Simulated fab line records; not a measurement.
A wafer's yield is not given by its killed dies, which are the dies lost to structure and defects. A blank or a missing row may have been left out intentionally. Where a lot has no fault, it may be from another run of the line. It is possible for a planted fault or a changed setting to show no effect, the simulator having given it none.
Chamber matching + flow gf180mcu + GF_V3_CMP_04 on cmp-02: 4 sister chambers
The step polishes SiO2. 4 wafers are shown with their chamber, then 7 later ones without.

WAFERS WITH THEIR CHAMBER
| wafer  | chamber | motor current A (A) |
|--------|---------|---------------------|
| L750.1 | 3       | 12.6                |
| L750.6 | 0       | 11.4                |
| L751.2 | 1       | 9.6                 |
| L751.3 | 2       | 13.6                |

WAFERS WITH NO CHAMBER GIVEN
| wafer  | motor current A (A) |
|--------|---------------------|
| L751.4 | 12.7                |
| L761.3 | 9.6                 |
| L761.5 | 10.0                |
| L761.6 | 14.0                |
| L760.2 | 9.8                 |
| L760.5 | 10.9                |
| L760.6 | 9.7                 |

CHAMBER TAKEN BY EACH
| wafer  | from the rows above | in truth |
|--------|---------------------|----------|
| L751.4 | 3                   | 3        |
| L761.3 | 1                   | 1        |
| L761.5 | 1                   | 1        |
| L761.6 | 2                   | 2        |
| L760.2 | 1                   | 1        |
| L760.5 | 0                   | 0        |
| L760.6 | 1                   | 1        |
Correctly placed: 7 of 7. Left unplaced by these rows: 0. Placed wrongly: 0.
How it was worked out, from the rows above alone: a wafer's distance from a chamber is the root of the sum, over the readings, of the square of ((its reading less the chamber's mean) divided by the reading's scatter). If the next closest chamber is less than 2 further off than the closest, the wafer can't be placed; otherwise it belongs to the closest. A chamber's mean is the mean of its shown wafers. The scatter (one wafer shown for each chamber): square how far every hidden wafer sits from the nearest shown wafer, average those squares and take the square root.
